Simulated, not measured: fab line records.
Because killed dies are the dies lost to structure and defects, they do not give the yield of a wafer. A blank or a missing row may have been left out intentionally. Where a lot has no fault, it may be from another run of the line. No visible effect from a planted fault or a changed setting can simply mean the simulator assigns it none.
Which tool is to blame? ; flow sky130 ; 12 lots, 36 wafers sampled, at 4 steps of a route of 708

== WHAT EACH GAUGE READ, for each wafer ==
The record lacks any reading of a measuring or inspecting step that a usual standard deviation could be used to judge.

== WHAT TOOL EACH LOT RAN ON (gives the tool, then ch and the chambers of the sampled wafers, and finally the start) ==
lot;SKY_LDD_N_IMPLANT_09;SKY_POLY_CUT_ETCH_11;SKY_LOCAL_INTERCONNECT_METAL_ETCH_14;SKY_LOCAL_INTERCONNECT_STRIP_15
L213;implanter-03 ch 0, day 17 08:54;rieDiel-01 ch 0,3, day 23 22:58;rieMetal-01 ch 0,1, day 30 03:33;plasmaAsher-02 ch 0,1, day 30 03:37
L214;implanter-01 ch 0, day 18 07:26;rieDiel-02 ch 0,1,2, day 24 20:16;rieMetal-04 ch 0,1, day 30 20:57;plasmaAsher-02 ch 0,1, day 30 21:01
L216;implanter-03 ch 0, day 19 01:59;rieDiel-01 ch 0,1,3, day 25 15:19;rieMetal-02 ch 0,1, day 31 15:41;plasmaAsher-03 ch 0,1, day 31 15:46
L217;implanter-01 ch 0, day 19 02:06;rieDiel-03 ch 0,3, day 25 16:19;rieMetal-04 ch 1, day 31 16:37;plasmaAsher-03 ch 0,1, day 31 16:40
L218;implanter-03 ch 0, day 19 23:09;rieDiel-03 ch 0,1,3, day 26 10:22;rieMetal-01 ch 0,1, day 32 07:07;plasmaAsher-03 ch 0,1, day 32 07:10
L219;implanter-02 ch 0, day 20 05:10;rieDiel-01 ch 1,3, day 26 13:07;rieMetal-01 ch 0,1, day 32 10:49;plasmaAsher-03 ch 0,1, day 32 10:52
L226;implanter-01 ch 0, day 22 19:01;rieDiel-03 ch 1,2,3, day 28 21:19;rieMetal-02 ch 0,1, day 34 14:20;plasmaAsher-01 ch 1, day 34 14:23
L228;implanter-03 ch 0, day 23 11:31;rieDiel-03 ch 1,2, day 29 15:31;rieMetal-04 ch 0,1, day 35 09:17;plasmaAsher-03 ch 1, day 35 09:20
L230;implanter-02 ch 0, day 24 05:56;rieDiel-02 ch 0,1,2, day 30 09:40;rieMetal-02 ch 0, day 36 02:02;plasmaAsher-03 ch 0,1, day 36 02:08
L232;implanter-03 ch 0, day 24 18:33;rieDiel-02 ch 0,1,2, day 30 19:37;rieMetal-02 ch 0,1, day 36 12:30;plasmaAsher-03 ch 0,1, day 36 12:33
L234;implanter-03 ch 0, day 25 06:07;rieDiel-01 ch 0,1,3, day 31 07:10;rieMetal-04 ch 0, day 36 23:55;plasmaAsher-01 ch 0,1, day 36 23:59
L236;implanter-03 ch 0, day 26 06:06;rieDiel-03 ch 2,3, day 32 03:28;rieMetal-04 ch 0, day 37 19:06;plasmaAsher-02 ch 0,1, day 37 19:12
- SKY_LDD_N_IMPLANT_09
- SKY_POLY_CUT_ETCH_11: etches Si3N4 in CF4/CH2F2/Ar, stops on poly-Si, time 42.5 s, target depth 60 nm.
- SKY_LOCAL_INTERCONNECT_METAL_ETCH_14: etches TiN in Cl2/BCl3, stops on PSG, target depth 110 nm, time 31.4 s.
- SKY_LOCAL_INTERCONNECT_STRIP_15: strips in O2/N2.

== WHAT THE TOOLS THEMSELVES READ (means of the sampled wafers that have a number; where no wafer has one, the mark that the record gives instead) ==
SKY_LDD_N_IMPLANT_09.
lot;tool;doseIonsCm2;faradayCurrentUA
L213;implanter-03;7.5e+13;430
L214;implanter-01;7.5e+13;430
L216;implanter-03;6.8e+13;385
L217;implanter-01;7.5e+13;425
L218;implanter-03;6.8e+13;384
L219;implanter-02;7.5e+13;427
L226;implanter-01;7.5e+13;419
L228;implanter-03;7.5e+13;427
L230;implanter-02;7.5e+13;430
L232;implanter-03;7.5e+13;421
L234;implanter-03;7.5e+13;424
L236;implanter-03;7.5e+13;429

SKY_POLY_CUT_ETCH_11.
lot;tool;drypumpMotorCurrentA (A);oesProductAu (a.u.);throttleValvePct (%)
L213;rieDiel-01;5.6;0.837;14.993
L214;rieDiel-02;6.3;0.831;14.991
L216;rieDiel-01;5.6;0.834;14.995
L217;rieDiel-03;5.8;0.840;14.993
L218;rieDiel-03;5.5;0.826;15.000
L219;rieDiel-01;5.6;0.828;14.996
L226;rieDiel-03;5.3;0.826;14.991
L228;rieDiel-03;5.3;0.831;14.995
L230;rieDiel-02;6.3;0.827;14.994
L232;rieDiel-02;6.3;0.835;14.999
L234;rieDiel-01;5.6;0.830;15.003
L236;rieDiel-03;5.5;0.827;14.987

SKY_LOCAL_INTERCONNECT_METAL_ETCH_14.
lot;tool;drypumpMotorCurrentA (A);mfcCl2Sccm (sccm);oesProductAu (a.u.);throttleValvePct (%)
L213;rieMetal-01;5.3;60.00;0.944;21.899
L214;rieMetal-04;5.3;60.16;0.946;21.900
L216;rieMetal-02;5.4;60.09;0.942;21.901
L217;rieMetal-04;5.2;59.92;0.949;21.906
L218;rieMetal-01;5.4;59.87;0.946;21.903
L219;rieMetal-01;5.3;59.98;0.949;21.891
L226;rieMetal-02;5.9;59.96;0.947;21.902
L228;rieMetal-04;5.3;60.11;0.932;21.907
L230;rieMetal-02;6.3;59.93;0.938;21.900
L232;rieMetal-02;5.9;60.06;0.954;21.898
L234;rieMetal-04;5.6;59.75;0.932;21.908
L236;rieMetal-04;5.6;60.33;0.945;21.892

SKY_LOCAL_INTERCONNECT_STRIP_15.
lot;tool;drypumpMotorCurrentA (A);oesProductAu (a.u.);stripTimeToEndpointS (s)
L213;plasmaAsher-02;6.3;0.427;4.746
L214;plasmaAsher-02;6.3;0.429;4.748
L216;plasmaAsher-03;5.2;0.425;4.777
L217;plasmaAsher-03;5.3;0.430;4.780
L218;plasmaAsher-03;5.2;0.425;4.722
L219;plasmaAsher-03;5.2;0.432;4.748
L226;plasmaAsher-01;5.0;0.425;4.760
L228;plasmaAsher-03;5.5;0.428;4.742
L230;plasmaAsher-03;5.2;0.426;4.726
L232;plasmaAsher-03;5.4;0.428;4.730
L234;plasmaAsher-01;5.3;0.425;4.745
L236;plasmaAsher-02;5.9;0.430;4.751

== THE ANSWER, worked out from the rows above alone ==
Rule: the lots themselves supply what counts as usual. Put in order of their means at a reading, lots are off if they are a third of the lots or fewer, leave a main group of 4 or more, and stand apart from it by a gap of 3 or more times the standard deviation of the main group's means; of several such gaps the widest counts. A main group whose means are all the same, to the digits that the tables above print for the reading, isn't used. Also off: a lot with no number at a reading for which 4 or more lots have one. Where the step has rows for the other lots, those lots are counted as sound. The gauges are gone through in route order, then the tools' own readings, and for those a lot's mean is taken as printed above. At the first step where some lot is off, the reading lying furthest off is the one used; lots without a number count as furthest.
Off, at SKY_LDD_N_IMPLANT_09 on faradayCurrentUA: L216, L218. The main group has a mean of 426 with a standard deviation of 3.7.
A tool fits if, at that step or a process step before it, it ran every lot that is off, and no sound lot after the first of them. Of those tried, none fits.

== WHAT HAD BEEN PUT IN BY THE SIMULATOR ==
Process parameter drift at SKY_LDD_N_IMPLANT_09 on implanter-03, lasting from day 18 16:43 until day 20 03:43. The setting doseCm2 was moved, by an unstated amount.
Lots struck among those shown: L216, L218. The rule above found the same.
